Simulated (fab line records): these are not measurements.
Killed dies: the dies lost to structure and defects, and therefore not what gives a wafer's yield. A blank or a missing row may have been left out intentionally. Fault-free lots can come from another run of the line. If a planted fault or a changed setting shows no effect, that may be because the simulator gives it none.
A single fault, viewed from 2 desks    flow gf180mcu    only its own numbers are on each desk; what lay behind them is given at the end

THE METROLOGY DESK
Lot by lot, what the gauges showed, no matter which tool ran the lot: averages of those sampled wafers that carry a number. If a lot's mean is further than 4 standard deviations from the usual mean, the lot is out of limits and carries the mark OUT (the distance appears in the brackets).
Columns: A = CONTACT_W_RS at GF_CONTACT_RS_MEAS_25, usual 0.383 ohm/sq; B = CONTACT_W_THK at GF_CONTACT_THK_MEAS_26, usual 300 nm; C = M1_ALCU_THK at GF_M1_THK_MEAS_06, usual 441 nm
lot   first seen here  A                 B               C
L176  day 16 11:28     0.387             293             439
L177  day 16 23:44     0.392             295             440
L180  day 17 16:18     0.372             305             439
L181  day 18 02:03     0.384             301             439
L182  day 18 11:31     0.377             302             447
L184  day 18 21:29     0.383             300             435
L191  day 21 23:52     0.439 (+7.6) OUT  267 (-5.1) OUT  437
L192  day 22 03:14     0.406             283             439
L193  day 22 08:59     0.377             299             438
L194  day 22 19:32     0.375             309             438
L198  day 24 06:14     0.378             309             448
This desk's result: L191 out of limits, first on L191 (CONTACT_W_RS at GF_CONTACT_RS_MEAS_25), day 21 23:52. L176, L177, L180, L181, L182, L184, L192, L193, L194, L198: within limits.

THE TOOL OWNER'S DESK: cvd-w-02
The tool's own readings at GF_CONTACT_CVD_24 (deposits W, target thk 300 nm, time 90.339 s): means of the sampled wafers that have a number, for each lot that ran on this tool. If a lot's mean is further than 4 standard deviations from the usual mean, the lot is out of limits and carries the mark OUT (the distance appears in the brackets).
Columns: A = chamber-pressure-Torr at GF_CONTACT_CVD_24, usual 39.99 Torr; B = heater-power-w at GF_CONTACT_CVD_24, usual 981 W; C = susceptor-temp-C at GF_CONTACT_CVD_24, usual 399.96 C
lot   first seen here  A      B     C
L176  day 16 11:20     40.01  1022  400.02
L177  day 16 23:38     40.08  1029  399.76
L181  day 18 01:57     39.95  934   400.21
L184  day 18 21:23     40.06  966   400.03
L191  day 21 23:46     39.94  971   393.60 (-29) OUT
L192  day 22 03:08     40.01  932   396.92 (-14) OUT
This desk's verdict: out of limits on L191, L192, starting with L191 at day 21 23:46 (susceptor-temp-C at GF_CONTACT_CVD_24). L176, L177, L181, L184: within limits.

ALL TOGETHER
The tool owner's desk had the chance to raise an alarm at day 21 23:46 on L191, L192.
L191 would have let the metrology desk raise an alarm at day 21 23:52.
The metrology desk has L192 on record, within its limits.
Of the lots named, all ran GF_CONTACT_CVD_24 on cvd-w-02.

WHAT THE SIMULATOR PUT IN
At GF_CONTACT_CVD_24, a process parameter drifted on cvd-w-02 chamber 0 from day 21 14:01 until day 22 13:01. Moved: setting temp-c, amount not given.
Struck lots among those shown: L191, L192.
Delay (hours) between the fault's onset and each desk's first out-of-limits reading: 10 at the tool owner's desk, 10 at the metrology desk.
